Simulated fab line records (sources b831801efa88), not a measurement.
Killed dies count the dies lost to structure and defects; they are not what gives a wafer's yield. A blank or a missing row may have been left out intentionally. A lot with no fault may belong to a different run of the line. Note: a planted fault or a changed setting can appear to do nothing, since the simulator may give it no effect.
Which tool is to blame? :: flow gf180mcu :: 39 wafers from 13 lots sampled at 4 of the route's 602 steps

## WHAT EACH GAUGE READ, for each wafer
GF_TOP_METAL_RS_MEAS_05: the measuring method here is four-point-probe. Usual: TOP_METAL_ALCU_RS 0.0327 ohm/sq, standard deviation 0.00031.
lot: L858
measured: day 29 10:00
on: film-metro-01
TOP_METAL_ALCU_RS (ohm/sq): 0.0325 0.0327 0.0321
flag: 

lot: L859
measured: day 29 21:41
on: film-metro-04
TOP_METAL_ALCU_RS (ohm/sq): 0.0332 0.0334 0.0326
flag: 

lot: L860
measured: day 30 02:43
on: film-metro-04
TOP_METAL_ALCU_RS (ohm/sq): 0.0327 0.0331 0.0327
flag: 

lot: L861
measured: day 30 10:21
on: film-metro-01
TOP_METAL_ALCU_RS (ohm/sq): 0.0324 0.0329 0.0324
flag: 

lot: L867
measured: day 32 01:55
on: film-metro-04
TOP_METAL_ALCU_RS (ohm/sq): 0.0323 0.0322 0.0325
flag: 

lot: L870
measured: day 32 18:38
on: film-metro-01
TOP_METAL_ALCU_RS (ohm/sq): 0.0324 0.0330 0.0328
flag: 

lot: L871
measured: day 33 01:02
on: film-metro-02
TOP_METAL_ALCU_RS (ohm/sq): 0.0327 0.0329 0.0331
flag: 

lot: L872
measured: day 33 10:01
on: film-metro-02
TOP_METAL_ALCU_RS (ohm/sq): 0.0323 0.0325 0.0325
flag: 

lot: L874
measured: day 33 17:58
on: film-metro-02
TOP_METAL_ALCU_RS (ohm/sq): 0.0326 0.0328 0.0328
flag: 

lot: L875
measured: day 34 01:28
on: film-metro-04
TOP_METAL_ALCU_RS (ohm/sq): 0.0335 0.0328 0.0331
flag: 

lot: L876
measured: day 34 02:52
on: film-metro-04
TOP_METAL_ALCU_RS (ohm/sq): 0.0330 0.0324 0.0328
flag: 

lot: L877
measured: day 34 10:25
on: film-metro-01
TOP_METAL_ALCU_RS (ohm/sq): 0.0321 0.0325 0.0323
flag: 

lot: L878
measured: day 34 13:05
on: film-metro-02
TOP_METAL_ALCU_RS (ohm/sq): 0.0322 0.0326 0.0325
flag: 

## WHICH TOOL RAN EACH LOT (tool, then ch and the chambers of the sampled wafers, then the start)
lot: L858
GF_TOP_METAL_SPUTTER_00: pvd-sputter-02, day 29 09:46
GF_TOP_METAL_SPUTTER_01: pvd-sputter-02, day 29 09:52
GF_TOP_METAL_SPUTTER_03: pvd-sputter-02, day 29 09:56

lot: L859
GF_TOP_METAL_SPUTTER_00: pvd-sputter-02, day 29 21:26
GF_TOP_METAL_SPUTTER_01: pvd-sputter-02, day 29 21:32
GF_TOP_METAL_SPUTTER_03: pvd-sputter-02, day 29 21:37

lot: L860
GF_TOP_METAL_SPUTTER_00: pvd-sputter-04, day 30 02:30
GF_TOP_METAL_SPUTTER_01: pvd-sputter-04, day 30 02:36
GF_TOP_METAL_SPUTTER_03: pvd-sputter-04, day 30 02:40

lot: L861
GF_TOP_METAL_SPUTTER_00: pvd-sputter-02, day 30 10:08
GF_TOP_METAL_SPUTTER_01: pvd-sputter-02, day 30 10:14
GF_TOP_METAL_SPUTTER_03: pvd-sputter-02, day 30 10:18

lot: L867
GF_TOP_METAL_SPUTTER_00: pvd-sputter-03, day 32 01:42
GF_TOP_METAL_SPUTTER_01: pvd-sputter-03, day 32 01:48
GF_TOP_METAL_SPUTTER_03: pvd-sputter-03, day 32 01:53

lot: L870
GF_TOP_METAL_SPUTTER_00: pvd-sputter-02, day 32 18:25
GF_TOP_METAL_SPUTTER_01: pvd-sputter-02, day 32 18:31
GF_TOP_METAL_SPUTTER_03: pvd-sputter-02, day 32 18:35

lot: L871
GF_TOP_METAL_SPUTTER_00: pvd-sputter-02, day 33 00:47
GF_TOP_METAL_SPUTTER_01: pvd-sputter-02, day 33 00:53
GF_TOP_METAL_SPUTTER_03: pvd-sputter-02, day 33 00:58

lot: L872
GF_TOP_METAL_SPUTTER_00: pvd-sputter-02, day 33 09:47
GF_TOP_METAL_SPUTTER_01: pvd-sputter-02, day 33 09:53
GF_TOP_METAL_SPUTTER_03: pvd-sputter-02, day 33 09:57

lot: L874
GF_TOP_METAL_SPUTTER_00: pvd-sputter-04, day 33 17:42
GF_TOP_METAL_SPUTTER_01: pvd-sputter-04, day 33 17:48
GF_TOP_METAL_SPUTTER_03: pvd-sputter-04, day 33 17:52

lot: L875
GF_TOP_METAL_SPUTTER_00: pvd-sputter-02, day 34 01:15
GF_TOP_METAL_SPUTTER_01: pvd-sputter-02, day 34 01:21
GF_TOP_METAL_SPUTTER_03: pvd-sputter-02, day 34 01:25

lot: L876
GF_TOP_METAL_SPUTTER_00: pvd-sputter-04, day 34 02:35
GF_TOP_METAL_SPUTTER_01: pvd-sputter-04, day 34 02:41
GF_TOP_METAL_SPUTTER_03: pvd-sputter-04, day 34 02:46

lot: L877
GF_TOP_METAL_SPUTTER_00: pvd-sputter-04, day 34 10:12
GF_TOP_METAL_SPUTTER_01: pvd-sputter-04, day 34 10:18
GF_TOP_METAL_SPUTTER_03: pvd-sputter-04, day 34 10:22

lot: L878
GF_TOP_METAL_SPUTTER_00: pvd-sputter-02, day 34 12:51
GF_TOP_METAL_SPUTTER_01: pvd-sputter-02, day 34 12:57
GF_TOP_METAL_SPUTTER_03: pvd-sputter-02, day 34 13:02
- GF_TOP_METAL_SPUTTER_00: material Ti, target thk 37.5 nm, time 150 s.
- GF_TOP_METAL_SPUTTER_01: material TiN, target thk 30 nm, time 25 s.
- GF_TOP_METAL_SPUTTER_03: material Ti, target thk 5 nm, time 3.3 s.

## WHAT THE TOOLS THEMSELVES READ (means of the sampled wafers that have a number; where no wafer has one, the mark that the record gives instead)
GF_TOP_METAL_SPUTTER_00. Usual: cathode-dc-power-W 4000.1 W, standard deviation 0.7; throttle-valve-pct 30.2 %, standard deviation 1.3.
lot: L858
tool: pvd-sputter-02
cathode-dc-power-W (W): 4000.2
throttle-valve-pct (%): 30.3
flag: 

lot: L859
tool: pvd-sputter-02
cathode-dc-power-W (W): 4000.0
throttle-valve-pct (%): 28.2
flag: 

lot: L860
tool: pvd-sputter-04
cathode-dc-power-W (W): 4000.1
throttle-valve-pct (%): 30.3
flag: 

lot: L861
tool: pvd-sputter-02
cathode-dc-power-W (W): 3999.7
throttle-valve-pct (%): 30.2
flag: 

lot: L867
tool: pvd-sputter-03
cathode-dc-power-W (W): 3999.5
throttle-valve-pct (%): 30.2
flag: 

lot: L870
tool: pvd-sputter-02
cathode-dc-power-W (W): 3999.7
throttle-valve-pct (%): 30.9
flag: 

lot: L871
tool: pvd-sputter-02
cathode-dc-power-W (W): 3999.7
throttle-valve-pct (%): 30.3
flag: 

lot: L872
tool: pvd-sputter-02
cathode-dc-power-W (W): 4000.4
throttle-valve-pct (%): 30.9
flag: 

lot: L874
tool: pvd-sputter-04
cathode-dc-power-W (W): 4000.1
throttle-valve-pct (%): 30.1
flag: 

lot: L875
tool: pvd-sputter-02
cathode-dc-power-W (W): 4000.0
throttle-valve-pct (%): 30.3
flag: 

lot: L876
tool: pvd-sputter-04
cathode-dc-power-W (W): 4000.8
throttle-valve-pct (%): 30.7
flag: 

lot: L877
tool: pvd-sputter-04
cathode-dc-power-W (W): 4000.6
throttle-valve-pct (%): 30.2
flag: 

lot: L878
tool: pvd-sputter-02
cathode-dc-power-W (W): 4000.0
throttle-valve-pct (%): 30.9
flag: 

GF_TOP_METAL_SPUTTER_01. Usual: cathode-dc-power-W 6500.1 W, standard deviation 1.2; throttle-valve-pct 30.2 %, standard deviation 1.3.
lot: L858
tool: pvd-sputter-02
cathode-dc-power-W (W): 6500.7
throttle-valve-pct (%): 30.3
flag: 

lot: L859
tool: pvd-sputter-02
cathode-dc-power-W (W): 6499.3
throttle-valve-pct (%): 28.3
flag: 

lot: L860
tool: pvd-sputter-04
cathode-dc-power-W (W): 6499.0
throttle-valve-pct (%): 30.2
flag: 

lot: L861
tool: pvd-sputter-02
cathode-dc-power-W (W): 6498.5
throttle-valve-pct (%): 30.4
flag: 

lot: L867
tool: pvd-sputter-03
cathode-dc-power-W (W): 6500.6
throttle-valve-pct (%): 30.1
flag: 

lot: L870
tool: pvd-sputter-02
cathode-dc-power-W (W): 6500.2
throttle-valve-pct (%): 30.9
flag: 

lot: L871
tool: pvd-sputter-02
cathode-dc-power-W (W): 6500.2
throttle-valve-pct (%): 30.3
flag: 

lot: L872
tool: pvd-sputter-02
cathode-dc-power-W (W): 6500.5
throttle-valve-pct (%): 30.8
flag: 

lot: L874
tool: pvd-sputter-04
cathode-dc-power-W (W): 6499.5
throttle-valve-pct (%): 30.1
flag: 

lot: L875
tool: pvd-sputter-02
cathode-dc-power-W (W): 6499.7
throttle-valve-pct (%): 30.3
flag: 

lot: L876
tool: pvd-sputter-04
cathode-dc-power-W (W): 6500.1
throttle-valve-pct (%): 30.3
flag: 

lot: L877
tool: pvd-sputter-04
cathode-dc-power-W (W): 6499.2
throttle-valve-pct (%): 30.4
flag: 

lot: L878
tool: pvd-sputter-02
cathode-dc-power-W (W): 6499.5
throttle-valve-pct (%): 31.0
flag: 

GF_TOP_METAL_SPUTTER_03. Usual: cathode-dc-power-W 3000.0 W, standard deviation 0.51; throttle-valve-pct 30.2 %, standard deviation 1.3.
lot: L858
tool: pvd-sputter-02
cathode-dc-power-W (W): 3000.3
throttle-valve-pct (%): 30.2
flag: 

lot: L859
tool: pvd-sputter-02
cathode-dc-power-W (W): 2999.7
throttle-valve-pct (%): 28.3
flag: 

lot: L860
tool: pvd-sputter-04
cathode-dc-power-W (W): 3000.2
throttle-valve-pct (%): 30.4
flag: 

lot: L861
tool: pvd-sputter-02
cathode-dc-power-W (W): 2999.8
throttle-valve-pct (%): 30.4
flag: 

lot: L867
tool: pvd-sputter-03
cathode-dc-power-W (W): 3000.0
throttle-valve-pct (%): 30.2
flag: 

lot: L870
tool: pvd-sputter-02
cathode-dc-power-W (W): 3000.2
throttle-valve-pct (%): 30.9
flag: 

lot: L871
tool: pvd-sputter-02
cathode-dc-power-W (W): 2999.9
throttle-valve-pct (%): 30.2
flag: 

lot: L872
tool: pvd-sputter-02
cathode-dc-power-W (W): 3000.0
throttle-valve-pct (%): 30.8
flag: 

lot: L874
tool: pvd-sputter-04
cathode-dc-power-W (W): 3000.3
throttle-valve-pct (%): 30.1
flag: 

lot: L875
tool: pvd-sputter-02
cathode-dc-power-W (W): 3000.3
throttle-valve-pct (%): 30.4
flag: 

lot: L876
tool: pvd-sputter-04
cathode-dc-power-W (W): 3000.0
throttle-valve-pct (%): 30.4
flag: 

lot: L877
tool: pvd-sputter-04
cathode-dc-power-W (W): 3000.1
throttle-valve-pct (%): 30.4
flag: 

lot: L878
tool: pvd-sputter-02
cathode-dc-power-W (W): 3000.0
throttle-valve-pct (%): 30.8
flag: 

## THE ANSWER, worked out from the rows above alone
Rule: a lot counts as off when the mean over its wafers that have a number is more than 3 standard deviations away from the usual mean. A lot without any number at a reading at which 4 lots or more have one is off too. The other lots that the step has rows for count as sound. Order of review: gauges by route order, followed by the tools' own readings, for which a lot's mean as printed above is used. The first step at which some lot is off is used, and at that step the reading that is off furthest; a lot without a number counts as furthest.
No lot is off on any of the readings shown, so nothing can be concluded from this.

## WHAT THE SIMULATOR HAD INSERTED
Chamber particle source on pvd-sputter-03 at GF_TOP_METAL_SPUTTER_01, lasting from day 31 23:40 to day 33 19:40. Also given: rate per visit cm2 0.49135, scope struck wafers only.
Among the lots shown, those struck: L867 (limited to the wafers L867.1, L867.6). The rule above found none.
